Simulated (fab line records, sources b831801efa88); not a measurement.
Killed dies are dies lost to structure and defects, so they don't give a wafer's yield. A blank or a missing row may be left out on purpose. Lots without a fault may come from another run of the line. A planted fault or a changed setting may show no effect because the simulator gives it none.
fab line records | flow sky130
record lots=12 wafers=34 last_day=50
route steps=708 shown VIA2@509 METAL3@532
lots that met no fault: from a run of the same line without faults
start_h: hours from the record's first day to the start of the lot's first wafer shown | wait_h: hours since the lot's step before | " the same as in the row above | L1.1+2: a row that stands for several wafers | - no value, or no start given | * or withheld: withheld | < > ~ a bound
route shown NAME@n: a module of which the file shows steps, and the number in the route of the first | usual: mean/standard deviation of fault-free wafers | same: alike in all rows | chamber/n: place in a boat | sites: the reading at each site | _std_site: their standard deviation | _edge_site: outer sites' mean less inner sites' | radius_mm: how far each site lies from the wafer's centre | mask NAME#n: copy n | behind: the tool/chamber that last shaped the wafer | hold: why the lot was held/for how many hours/how that ended | device: the transistor (n, p or np) that didn't switch | end of line: the same wafers' tests at the end of the route | a step without rows: its recipe alone | killed: dies lost to structure and defects at the first sort, not the wafer's yield | map: a wafer's dies, x killed, . not, _ none there
set.NAME: the setting as run; set.NAME@STEP: as run at that earlier step | model.NAME: the simulator's own value behind a step, which no gauge read
steps of the route over a sample of lots; a table a step, a row a wafer
services: from which hour (start_h, from the record's first day; less than 0 if before it) a tool's chamber was out of use, for how many hours, and why
## steps
# step SKY_VIA2_CMP_02
# recipe material=SiO2 down_force_psi=4 platen_rpm=60 pad_velocity_m_s=0.94248
# usual motor_current_A=11.8/1.4 slurry_filter_dp_kPa=13.49/0.13
# columns lot.wafer tool chamber start_h wait_h motor_current_A slurry_filter_dp_kPa
L115.3 cmp-01 3 811.24 0.0 10.9 13.44
L115.2 " 2 " " 13.4 13.64
L115.5 " 3 " " 11.4 13.43
L116.4 cmp-02 3 823.07 0.0 12.2 13.73
L116.1 " 0 " " 10.4 13.58
L116.5 " 3 " " 11.0 13.54
L117.1 cmp-02 1 849.52 0.1 8.9 13.35
L117.4 " 2 " " 11.7 13.39
L117.6 " 2 " " 11.5 13.61
L119.2 cmp-01 1 865.61 0.1 11.4 13.64
L119.6 " 3 " " 11.6 13.74
L119.5 " 0 " " 13.4 13.54
L118.3 cmp-01 0 867.07 0.0 13.6 13.25
L118.4 " 1 " " 11.8 13.45
L118.5 " 1 " " 11.6 13.28
L121.4 cmp-01 0 875.99 0.0 13.4 13.61
L121.3 " 1 " " 11.7 13.45
L121.1 " 2 " " 14.1 13.61
L126.3 cmp-01 2 907.23 0.1 13.1 13.58
L126.5 " 2 " " 13.0 13.48
L128.4 cmp-01 0 916.02 0.2 13.9 13.56
L128.5 " 1 " " 11.4 13.57
L130.1 cmp-02 2 920.24 0.1 11.9 13.68
L130.3 " 0 " " 10.5 13.50
L130.5 " 2 " " 11.5 13.61
L131.4 cmp-02 2 923.57 0.1 11.7 13.67
L131.3 " 0 " " 11.3 13.46
L131.6 " 2 " " 11.6 13.35
L133.2 cmp-02 2 942.37 0.1 11.3 13.32
L133.5 " 0 " " 10.6 13.43
L133.6 " 1 " " 9.7 13.44
L137.3 cmp-02 3 972.53 0.1 11.2 13.54
L137.5 " 2 " " 12.0 13.49
L137.6 " 3 " " 11.1 13.45
# step SKY_VIA2_ETCH_15
# recipe target=SiO2 chemistry=C4F8/O2/Ar target_depth_nm=546 stop_on=TiN mask_material=KrF-thick source_w=1500 bias_w=1200 pressure_mtorr=40 c4f8_flow_sccm=withheld O2_flow_sccm=6 Ar_flow_sccm=300 time_s=84
# usual oes_product_au=0.940/0.0051
# columns lot.wafer tool chamber start_h wait_h oes_product_au rf_hours_counter_h
L115.2 rie_diel-02 1 837.81 0.0 0.935 6
L115.3 " 0 " " 0.941 14
L115.5 " 1 " " 0.935 -
L116.1 rie_diel-03 3 849.27 0.0 0.942 19
L116.4 " 0 " " 0.942 9
L116.5 " 3 " " 0.938 -
L117.1 rie_diel-02 2 875.86 0.0 0.942 9
L117.4 " 0 " " 0.944 15
L117.6 " 0 " " 0.943 -
L119.2 rie_diel-02 2 891.62 0.0 0.938 9
L119.5 " 3 " " 0.935 -
L119.6 " 0 " " 0.942 -
L118.3 rie_diel-04 0 893.52 0.0 0.941 12
L118.4 " 1 " " 0.935 14
L118.5 " 3 " " 0.942 -
L121.1 rie_diel-03 1 901.22 0.0 0.941 12
L121.3 " 0 " " 0.945 11
L121.4 " 3 " " 0.937 21
L126.3 rie_diel-02 0 930.76 0.0 0.942 17
L126.5 " 1 " " 0.976 -
L128.4 rie_diel-03 3 939.95 0.0 0.947 -
L128.5 " 1 " " 1.000 -
L130.1 rie_diel-03 1 943.97 0.0 0.949 13
L130.3 " 3 " " 0.943 22
L130.5 " 0 " " 0.948 -
L131.3 rie_diel-04 1 948.11 0.0 0.935 15
L131.4 " 3 " " 0.941 10
L131.6 " 2 " " 0.943 -
L133.2 rie_diel-03 3 965.96 0.0 0.945 23
L133.5 " 2 " " 0.947 -
L133.6 " 1 " " 0.939 -
L137.3 rie_diel-03 3 997.32 0.1 0.946 -
L137.5 " 3 " " 0.951 -
L137.6 " 0 " " 0.930 -
# step SKY_METAL3_SPUTTER_00
# recipe material=Ti target_thk_nm=15 power_w=3000 time_s=10 chamber_pressure_pa=0.4
# usual throttle_valve_pct=30.0/0.7
# columns lot.wafer tool chamber start_h wait_h throttle_valve_pct
L115.2 pvd_sputter-02 - 839.14 0.1 31.3
L115.3 " - " " 29.3
L115.5 " - " " 29.3
L116.1 pvd_sputter-04 - 850.60 0.2 29.6
L116.4 " - " " 30.4
L116.5 " - " " 29.6
L117.1 pvd_sputter-01 - 877.19 0.1 30.6
L117.4 " - " " 30.0
L117.6 " - " " 30.5
L119.2 pvd_sputter-01 - 893.05 0.1 30.8
L119.5 " - " " 30.6
L119.6 " - " " 30.9
L118.3 pvd_sputter-01 - 894.85 0.1 29.5
L118.4 " - " " 30.6
L118.5 " - " " 30.4
L121.1 pvd_sputter-04 - 902.98 0.1 29.6
L121.3 " - " " 30.0
L121.4 " - " " 30.4
L126.3 pvd_sputter-02 - 932.09 0.1 29.4
L128.4 pvd_sputter-04 - 941.30 0.2 29.5
L130.1 pvd_sputter-01 - 945.41 0.1 30.3
L130.3 " - " " 29.9
L130.5 " - " " 29.6
L131.3 pvd_sputter-02 - 949.44 0.1 31.5
L131.4 " - " " 29.2
L131.6 " - " " 29.1
L133.2 pvd_sputter-04 - 967.29 0.2 29.5
L133.5 " - " " 29.6
L133.6 " - " " 29.8
L137.3 pvd_sputter-01 - 998.64 0.2 31.0
L137.5 " - " " 30.8
L137.6 " - " " 30.1
# step SKY_METAL3_SPUTTER_01
# recipe material=TiN target_thk_nm=20 power_w=6500 time_s=16.7 chamber_pressure_pa=0.4
# usual throttle_valve_pct=30.0/0.72
# columns lot.wafer tool chamber start_h wait_h throttle_valve_pct
L115.2 pvd_sputter-02 - 839.16 0.0 31.4
L115.3 " - " " 29.2
L115.5 " - " " 29.3
L116.1 pvd_sputter-04 - 850.62 0.0 29.0
L116.4 " - " " 30.4
L116.5 " - " " 29.3
L117.1 pvd_sputter-01 - 877.21 0.0 30.5
L117.4 " - " " 29.7
L117.6 " - " " 30.7
L119.2 pvd_sputter-01 - 893.07 0.0 30.9
L119.5 " - " " 30.7
L119.6 " - " " 30.9
L118.3 pvd_sputter-01 - 894.88 0.0 29.9
L118.4 " - " " 30.8
L118.5 " - " " 30.4
L121.1 pvd_sputter-04 - 903.00 0.0 29.7
L121.3 " - " " 29.7
L121.4 " - " " 30.3
L126.3 pvd_sputter-02 - 932.11 0.0 29.5
L128.4 pvd_sputter-04 - 941.32 0.0 29.4
L130.1 pvd_sputter-01 - 945.43 0.0 30.5
L130.3 " - " " 29.9
L130.5 " - " " 30.0
L131.3 pvd_sputter-02 - 949.46 0.0 31.4
L131.4 " - " " 29.4
L131.6 " - " " 29.3
L133.2 pvd_sputter-04 - 967.31 0.0 29.6
L133.5 " - " " 29.6
L133.6 " - " " 30.1
L137.3 pvd_sputter-01 - 998.67 0.0 30.6
L137.5 " - " " 30.6
L137.6 " - " " 30.3
## services
# columns tool chamber start_h hours kind
cmp-01 - 797.47 6.1 pm
cmp-01 - 803.60 4.8 pm
cmp-02 - 803.77 0.6 repair
cmp-01 - 804.68 4.7 repair
rie_diel-04 - 805.60 0.1 repair
pvd_sputter-01 - 812.71 1.1 repair
rie_diel-04 - 817.58 1.0 repair
pvd_sputter-02 - 832.97 3.7 repair
cmp-01 - 844.00 0.2 repair
cmp-02 - 849.99 1.4 repair
cmp-02 - 855.26 1.8 repair
pvd_sputter-02 - 861.77 9.4 repair
cmp-02 - 877.77 1.3 repair
rie_diel-03 - 883.92 0.4 repair
rie_diel-02 1 906.71 4.5 repair
cmp-02 - 912.00 4.0 pm
pvd_sputter-02 - 937.08 8.5 repair
rie_diel-03 2 938.44 2.9 repair
cmp-02 - 956.47 1.6 repair
pvd_sputter-02 - 971.56 2.9 repair
rie_diel-03 0 974.98 3.8 repair
rie_diel-03 1 980.61 33.0 repair
rie_diel-03 2 989.35 9.6 repair
cmp-02 - 992.42 0.3 repair
## key
first_sign step=SKY_VIA2_ETCH_15 reading=oes_product_au direction=up sigmas=9.5 usual=0.940 struck=0.988
effect step=SKY_METAL3_SPUTTER_00 reading=visit direction=missing
effect step=SKY_METAL3_SPUTTER_01 reading=visit direction=missing
met_at SKY_VIA2_CMP_02
struck_lots L126,L128
struck_wafers L126.5,L128.5
later_rows_left_out L126.5,L128.5
sort_left_out L126.5,L128.5
onset_between 875.99 907.23
fault kind=process_parameter_drift tool=cmp-01 chamber=- onset_h=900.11 steps=SKY_VIA2_CMP_02 channel=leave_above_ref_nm offset=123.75 shape=step end_h=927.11 scope=struck_wafers_only acts_in=these_recipes_only stated=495
# sort_left_out: the simulated sort isn't trusted on such a fault, so these wafers' sort isn't shown, and their yield isn't known
# later_rows_left_out: the simulator's readings of these wafers behind a module that went badly wrong aren't trusted and aren't shown, but for the sort
